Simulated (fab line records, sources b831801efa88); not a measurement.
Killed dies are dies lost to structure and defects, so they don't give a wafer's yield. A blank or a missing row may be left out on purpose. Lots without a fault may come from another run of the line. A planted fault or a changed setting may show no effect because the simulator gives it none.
fab line records | flow sky130 | part 2 of 2: steps 29 to 40 of 40
record lots=5 wafers=15 last_day=50
route steps=708 shown PWDE@53 NWELL@56 VT_ADJUST_HVTP@85
lots that met no fault: from a run of the same line without faults
start_h: hours from the record's first day to the start of the lot's first wafer shown | wait_h: hours since the lot's step before | " the same as in the row above | L1.1+2: a row that stands for several wafers | - no value, or no start given | * or withheld: withheld | < > ~ a bound
route shown NAME@n: a module of which the file shows steps, and the number in the route of the first | usual: mean/standard deviation of fault-free wafers | same: alike in all rows | chamber/n: place in a boat | sites: the reading at each site | _std_site: their standard deviation | _edge_site: outer sites' mean less inner sites' | radius_mm: how far each site lies from the wafer's centre | mask NAME#n: copy n | behind: the tool/chamber that last shaped the wafer | hold: why the lot was held/for how many hours/how that ended | device: the transistor (n, p or np) that didn't switch | end of line: the same wafers' tests at the end of the route | a step without rows: its recipe alone | killed: dies lost to structure and defects at the first sort, not the wafer's yield | map: a wafer's dies, x killed, . not, _ none there
set.NAME: the setting as run; set.NAME@STEP: as run at that earlier step | model.NAME: the simulator's own value behind a step, which no gauge read
lots at some steps of the route; a table a step, a row a wafer
services: from which hour (start_h, from the record's first day; less than 0 if before it) a tool's chamber was out of use, for how many hours, and why
## steps
# step SKY_NWELL_RTA_28
# recipe temp_c=1050 time_s=30 idle_temp_c=650 ramp_up_c_per_s=150 ramp_down_c_per_s=90 ambient=N2
# usual anneal_temp_c_max=1055.3/1 lamp_power_pct=25.30/0.056 wafer_temp_C_max=1055.0/1
# columns lot.wafer tool chamber start_h wait_h anneal_temp_c_max lamp_power_pct wafer_temp_C_max
L079.2 rtp_anneal-02 0 135.70 0.0 1058.2 25.30 1054.3
L079.3 " 0 " " 1056.1 25.24 1054.5
L079.4 " 0 " " 1056.2 25.24 1055.0
L090.3 rtp_anneal-01 0 212.82 0.0 1055.6 25.36 1056.3
L090.4 " 0 " " 1057.4 25.33 1054.8
L090.6 " 0 " " 1054.3 25.29 1055.0
L093.2 rtp_anneal-02 0 229.63 0.0 1055.1 25.28 1054.0
L093.3 " 0 " " 1054.9 25.37 1055.8
L093.5 " 0 " " 1056.1 25.34 1055.5
L095.1 rtp_anneal-01 0 236.27 0.0 1054.4 25.39 1055.5
L095.2 " 0 " " 1055.6 25.30 1055.5
L095.6 " 0 " " 1054.1 25.23 1055.0
L096.4 rtp_anneal-01 0 245.86 0.1 1054.1 25.23 1054.4
L096.5 " 0 " " 1054.1 25.26 1053.8
L096.6 " 0 " " 1055.8 25.39 1057.0
# step SKY_NWELL_RS_MEAS_29
# recipe thk_meas_gauge=four-point-probe
# usual NWELL_RS=625.3/1.7
# columns lot.wafer tool chamber start_h wait_h NWELL_RS[ohm/sq]
L079.2 film_metro-04 - 135.80 0.1 625.5
L079.3 " - " " 626.0
L079.4 " - " " 625.7
L090.3 film_metro-04 - 212.92 0.1 624.7
L090.4 " - " " 625.1
L090.6 " - " " 627.3
L093.2 film_metro-04 - 229.73 0.1 625.5
L093.3 " - " " 625.9
L093.5 " - " " 624.6
L095.1 film_metro-04 - 236.37 0.1 626.8
L095.2 " - " " 626.9
L095.6 " - " " 628.3
L096.4 film_metro-01 - 245.97 0.1 619.3
L096.5 " - " " 622.4
L096.6 " - " " 622.2
# step SKY_NWELL_RS_MEAS_31
# recipe thk_meas_gauge=four-point-probe
# usual PWDE_RS=5283/21
# columns lot.wafer tool chamber start_h wait_h PWDE_RS[ohm/sq]
L079.2 film_metro-04 - 136.04 0.1 5291
L079.3 " - " " 5289
L079.4 " - " " 5289
L090.3 film_metro-04 - 213.16 0.1 5256
L090.4 " - " " 5273
L090.6 " - " " 5257
L093.2 film_metro-04 - 229.97 0.1 5267
L093.3 " - " " 5295
L093.5 " - " " 5292
L095.1 film_metro-04 - 236.61 0.1 5320
L095.2 " - " " 5311
L095.6 " - " " 5322
L096.4 film_metro-01 - 246.21 0.1 5282
L096.5 " - " " 5295
L096.6 " - " " 5278
# step SKY_VT_ADJUST_HVTP_DEHYDRATE_00
# recipe temp_c=200 time_s=60
# usual exhaust_pa=45.3/0.86
# columns lot.wafer tool chamber start_h wait_h exhaust_pa
L079.2 litho_track-03 0 144.45 8.4 45.0
L079.3 " 0 " " 45.1
L079.4 " 0 " " 45.1
L090.3 litho_track-04 0 223.73 10.6 45.7
L090.4 " 0 " " 44.9
L090.6 " 0 " " 45.2
L093.2 litho_track-02 0 241.36 11.4 45.7
L093.3 " 0 " " 44.8
L093.5 " 0 " " 45.1
L095.1 litho_track-02 0 247.44 10.8 45.6
L095.2 " 0 " " 44.5
L095.6 " 0 " " 45.5
L096.4 litho_track-02 0 258.21 12.0 44.2
L096.5 " 0 " " 45.5
L096.6 " 0 " " 44.8
# step SKY_VT_ADJUST_HVTP_HMDS_01
# recipe prime_time_s=60 prime_temp_c=120
# usual exhaust_pa=45.1/1.1
# columns lot.wafer tool chamber start_h wait_h exhaust_pa
L079.2 litho_track-03 0 144.60 0.1 44.5
L079.3 " 0 " " 45.0
L079.4 " 0 " " 45.3
L090.3 litho_track-04 0 223.88 0.1 46.4
L090.4 " 0 " " 45.6
L090.6 " 0 " " 46.0
L093.2 litho_track-02 0 241.51 0.1 45.9
L093.3 " 0 " " 44.9
L093.5 " 0 " " 44.9
L095.1 litho_track-02 0 247.59 0.1 45.1
L095.2 " 0 " " 45.4
L095.6 " 0 " " 45.7
L096.4 litho_track-02 0 258.36 0.1 45.8
L096.5 " 0 " " 47.9
L096.6 " 0 " " 46.0
# step SKY_VT_ADJUST_HVTP_COAT_02
# recipe resist=NOVOLAK spin_rpm=3000 resist_thk_nm=1147
# usual exhaust_pa=45.0/0.9
# columns lot.wafer tool chamber start_h wait_h exhaust_pa
L079.2 litho_track-03 0 144.75 0.1 43.7
L079.3 " 0 " " 44.2
L079.4 " 0 " " 44.0
L090.3 litho_track-04 0 224.03 0.1 43.7
L090.4 " 0 " " 45.0
L090.6 " 0 " " 44.0
L093.2 litho_track-02 0 241.66 0.1 44.8
L093.3 " 0 " " 45.5
L093.5 " 0 " " 46.3
L095.1 litho_track-02 0 247.74 0.1 45.9
L095.2 " 0 " " 45.9
L095.6 " 0 " " 46.4
L096.4 litho_track-02 0 258.51 0.1 44.9
L096.5 " 0 " " 46.2
L096.6 " 0 " " 44.8
# step SKY_VT_ADJUST_HVTP_SOFTBAKE_03
# recipe temp_c=90 time_s=60 resist=NOVOLAK
# usual exhaust_pa=44.9/0.91
# columns lot.wafer tool chamber start_h wait_h exhaust_pa
L079.2 litho_track-03 0 144.90 0.1 45.2
L079.3 " 0 " " 45.0
L079.4 " 0 " " 45.9
L090.3 litho_track-04 0 224.18 0.1 43.8
L090.4 " 0 " " 43.6
L090.6 " 0 " " 45.6
L093.2 litho_track-02 0 241.81 0.1 47.2
L093.3 " 0 " " 46.1
L093.5 " 0 " " 44.4
L095.1 litho_track-02 0 247.89 0.1 44.8
L095.2 " 0 " " 44.1
L095.6 " 0 " " 44.9
L096.4 litho_track-02 0 258.66 0.1 45.5
L096.5 " 0 " " 45.7
L096.6 " 0 " " 45.3
# step SKY_VT_ADJUST_HVTP_EXPOSE_04
# recipe mask_id=HVTPM na=0.6 source_shape=conventional sigma_outer=0.6 polarization=unpolarized target_cd_nm=380 dose_mj=140
# columns lot.wafer tool chamber start_h wait_h mask
L079.2+3+4 iline_stepper-01 0 - - HVTPM#0
L090.3+4+6 iline_stepper-02 0 - - HVTPM#0
L093.2+3+5 iline_stepper-01 0 - - HVTPM#0
L095.1+2+6 iline_stepper-01 0 - - HVTPM#0
L096.4+5+6 iline_stepper-01 0 - - HVTPM#0
# step SKY_VT_ADJUST_HVTP_PEB_05
# recipe temp_c=withheld time_s=* resist=NOVOLAK
# usual exhaust_pa=45.2/0.87
# columns lot.wafer tool chamber start_h wait_h exhaust_pa
L079.2 litho_track-03 0 - - 45.5
L079.3 " 0 " " 45.9
L079.4 " 0 " " 44.9
L090.3 litho_track-03 0 - - 44.4
L090.4 " 0 " " 45.4
L090.6 " 0 " " 44.7
L093.2 litho_track-03 0 - - 43.8
L093.3 " 0 " " 44.5
L093.5 " 0 " " 43.9
L095.1 litho_track-02 0 - - 45.5
L095.2 " 0 " " 44.7
L095.6 " 0 " " 44.7
L096.4 litho_track-03 0 - - 45.5
L096.5 " 0 " " 45.2
L096.6 " 0 " " 46.3
# step SKY_VT_ADJUST_HVTP_DEVELOP_06
# recipe resist=NOVOLAK developer=TMAH develop_time_s=60 dev_temp_c=23
# usual exhaust_pa=45.0/0.96
# columns lot.wafer tool chamber start_h wait_h exhaust_pa
L079.2 litho_track-03 0 153.50 0.1 44.2
L079.3 " 0 " " 44.9
L079.4 " 0 " " 43.8
L090.3 litho_track-03 0 236.12 0.1 44.5
L090.4 " 0 " " 44.4
L090.6 " 0 " " 44.7
L093.2 litho_track-03 0 253.60 0.1 43.3
L093.3 " 0 " " 43.9
L093.5 " 0 " " 43.4
L095.1 litho_track-02 0 259.84 0.1 44.2
L095.2 " 0 " " 44.7
L095.6 " 0 " " 45.0
L096.4 litho_track-03 0 269.90 0.1 46.8
L096.5 " 0 " " 46.1
L096.6 " 0 " " 46.3
# step SKY_VT_ADJUST_HVTP_CD_MEAS_07
# recipe target_cd_nm=380
# usual cd_nm=379.7/2.5
# columns lot.wafer tool chamber start_h wait_h cd_nm
L079.2 cd_sem-01 - 153.64 0.1 380.0
L079.3 " - " " 381.6
L079.4 " - " " 381.2
L090.3 cd_sem-02 - 236.26 0.1 383.0
L090.4 " - " " 382.1
L090.6 " - " " 380.8
L093.2 cd_sem-02 - 253.74 0.1 379.9
L093.3 " - " " 379.5
L093.5 " - " " 379.6
L095.1 cd_sem-01 - 259.99 0.1 383.2
L095.2 " - " " 382.7
L095.6 " - " " 383.0
L096.4 cd_sem-02 - 270.03 0.1 381.0
L096.5 " - " " 380.6
L096.6 " - " " 380.6
# step SKY_VT_ADJUST_HVTP_OVL_MEAS_08
# usual VT_ADJUST_HVTP_OVL=-0.1/1.3
# columns lot.wafer tool chamber start_h wait_h VT_ADJUST_HVTP_OVL[nm]
L079.2 overlay-01 - 153.75 0.1 0.0
L079.3 " - " " -1.5
L079.4 " - " " -0.2
L090.3 overlay-02 - 236.36 0.1 0.0
L090.4 " - " " 0.7
L090.6 " - " " -1.3
L093.2 overlay-02 - 253.85 0.1 0.0
L093.3 " - " " 1.9
L093.5 " - " " -0.6
L095.1 overlay-02 - 260.11 0.1 0.2
L095.2 " - " " -0.6
L095.6 " - " " -0.2
L096.4 overlay-01 - 270.11 0.1 -2.0
L096.5 " - " " -1.0
L096.6 " - " " -0.1
## services
# columns tool chamber start_h hours kind
implanter-04 - 106.29 2.4 pm
plasma_asher-02 - 108.82 9.0 pm
plasma_asher-02 0 108.82 9.0 vent_cycle
plasma_asher-02 1 108.82 9.0 vent_cycle
plasma_asher-02 0 117.82 - clean
plasma_asher-02 1 117.82 - clean
implanter-04 - 125.04 12.6 pm
iline_stepper-02 - 145.31 2.4 repair
wet_bench-03 - 158.82 4.4 pm
wet_bench-02 - 164.59 42.5 pm
implanter-04 - 179.91 3.7 pm
plasma_asher-04 - 180.69 1.7 repair
implanter-02 - 182.69 2.1 repair
implanter-01 - 184.25 1.6 repair
implanter-03 - 188.34 3.6 pm
iline_stepper-02 - 191.80 2.1 pm
plasma_asher-01 - 199.77 3.3 repair
plasma_asher-03 - 201.46 2.2 repair
iline_stepper-01 - 208.71 1.7 pm
implanter-01 - 213.52 5.8 pm
implanter-04 - 222.29 4.8 repair
plasma_asher-02 - 253.87 2.8 pm
plasma_asher-04 - 256.23 1.2 repair
implanter-02 - 259.39 2.9 pm
